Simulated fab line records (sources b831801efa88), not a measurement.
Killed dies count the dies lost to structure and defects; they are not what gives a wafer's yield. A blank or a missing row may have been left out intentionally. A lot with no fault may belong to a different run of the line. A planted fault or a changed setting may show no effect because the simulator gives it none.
Struck lot and sound lot, side by side | flow sfq-line | 20 steps out of a route of 325
Sound: wafers L212.3, L212.4, L212.5. Wafers struck: L204.1, L204.3, L204.4. The cause is named last.
Each step with rows lists, per side, the tool, then ch with its chambers, then its first start. Under that, the readings that differ: sound wafers | struck wafers | difference of the means | sigmas: that difference in standard deviations of wafers without a fault.
alike: readings with means less than 2 such deviations apart, plus words and numbers identical on both sides. not compared: withheld readings, readings lacking a value on some wafer, bounds such as >300 that could conceal the same value, and numbers that have no deviation in the record and whose values overlap.
A row with sigmas, a row that says differs or no value, or rows on one side alone: a step with any of these is where the two part. When numbers do not overlap yet have no deviation, they are printed without sigmas and do not part them. A reading that every wafer of one side lacks parts them only if that side has two wafers or more.

first, 2 steps without rows for these wafers: SFQ_TRILAYER_I0_VIA_LITHO_PEB_034 (peb time 60 s); SFQ_TRILAYER_I0_VIA_LITHO_DEVELOP_033 (time 60 s).
SFQ_I0_OVL_MEAS_908:
  sound on overlay-02, day 25 19:13; struck on overlay-02, day 22 10:20
  alike: I0_OVL
SFQ_TRILAYER_I0_VIA_BARC_OPEN_VIA_ETCH_046: etches BARC in O2, target depth 125 nm, time 41.7 s.
  sound on rie-diel-04 ch 0,1,3, day 25 19:14; struck on rie-diel-03 ch 0,2,3, day 22 10:22
  alike: drypump-motor-current-A, oes-product-au
  not compared: rf-hours-counter-h
SFQ_TRILAYER_I0_VIA_ETCH_VIA_ETCH_034: etches SiO2 in CHF3, stops on Nb, target depth 260 nm.
  sound on rie-diel-04 ch 0,1,3, day 25 19:17; struck on rie-diel-03 ch 0,2,3, day 22 10:24
  alike: drypump-motor-current-A, oes-product-au
then, 3 steps without rows for these wafers: SFQ_TRILAYER_I0_VIA_STRIP_STRIP_035 (strips in O2); SFQ_TRILAYER_I0_VIA_STRIP_SOLV_CLEAN_036 (cleans in NMP, time 600 s); SFQ_TRILAYER_M1_DEP_PRE_CLEAN_038 (time 22.5 s).
SFQ_TRILAYER_M1_DEP_SPUTTER_037: material Nb, target thk 200 nm, time 133.3 s.
  sound on pvd-sputter-05, day 25 20:12; struck on pvd-sputter-05, day 22 11:29
  alike: chamber-pressure-pa, resputter-cathode-voltage-v, throttle-valve-pct
SFQ_M1_RS_MEAS_909: uses a four-point probe to measure.
  sound on film-metro-03, day 25 20:20; struck on film-metro-01, day 22 11:35
  alike: M1_NB_RS
then, 1 step without rows for these wafers: SFQ_TRILAYER_M1_LITHO_COAT_044 (resist thk 61.27 nm).
SFQ_TRILAYER_M1_LITHO_COAT_039: resist thk 600 nm.
  sound on litho-track-04 ch 0, day 25 20:52; struck on litho-track-04 ch 0, day 22 12:04
  reading                                             | sound                | struck               | difference | sigmas
  spin-speed-rpm (rpm)                                | 3000.3 3000.5 2999.1 | 2664.4 2664.3 2664.5 | -335.6     | -99 or more
  model.KrF_of_TRILAYER_M1_LITHO_COAT_039.thk-nm (nm) | 597.9 598.1 598      | 633.2 633.9 632.5    | +35.2      |
then, 4 steps without rows for these wafers: SFQ_TRILAYER_M1_LITHO_SOFTBAKE_043; SFQ_TRILAYER_M1_LITHO_EXPOSE_040 (exposes mask M1, target cd 500 nm); SFQ_TRILAYER_M1_LITHO_PEB_042 (peb time 60 s); SFQ_TRILAYER_M1_LITHO_DEVELOP_041 (time 60 s).
-- the record jumps here: 7 days lie between the struck wafers' starts before and after --
SFQ_M1_OVL_MEAS_911:
  sound on overlay-02, day 32 08:32; struck on overlay-02, day 29 00:29
  alike: M1_OVL
SFQ_TRILAYER_M1_BARC_OPEN_METAL_ETCH_054: etches BARC in O2, target depth 125 nm, time 41.7 s.
  sound on rie-metal-02 ch 0,1, day 32 08:35; struck on rie-metal-02 ch 0,1, day 29 00:31
  alike: drypump-motor-current-A, oes-product-au
  not compared: rf-hours-counter-h
SFQ_TRILAYER_M1_ETCH_METAL_ETCH_042: etches Nb in Cl2/Ar, stops on SiO2, target depth 240 nm, time 120 s.
  sound on rie-metal-02 ch 0,1, day 32 08:40; struck on rie-metal-02 ch 0,1, day 29 00:35
  reading                                             | sound             | struck            | difference | sigmas
  model.KrF_of_TRILAYER_M1_LITHO_COAT_039.thk-nm (nm) | 383.6 381.9 384.4 | 416.6 419.6 416.4 | +34.2      |
  alike: drypump-motor-current-A, oes-product-au
  not compared: rf-hours-counter-h
SFQ_TRILAYER_M1_STRIP_STRIP_043: strips in O2.
  sound on rie-metal-02 ch 0,1, day 32 08:57; struck on rie-metal-02 ch 0,1, day 29 00:42
  alike: drypump-motor-current-A, oes-product-au
  not compared: rf-hours-counter-h

## WHERE THEY PART
Only at SFQ_TRILAYER_M1_LITHO_COAT_039, as far as this record shows. Later steps at which nothing parts them and some readings are alike: SFQ_M1_OVL_MEAS_911, SFQ_TRILAYER_M1_BARC_OPEN_METAL_ETCH_054, SFQ_TRILAYER_M1_ETCH_METAL_ETCH_042, SFQ_TRILAYER_M1_STRIP_STRIP_043.

WHY: what the simulator had put in
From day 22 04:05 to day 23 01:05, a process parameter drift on litho-track-04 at SFQ_TRILAYER_M1_LITHO_COAT_039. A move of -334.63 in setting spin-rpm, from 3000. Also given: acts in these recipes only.
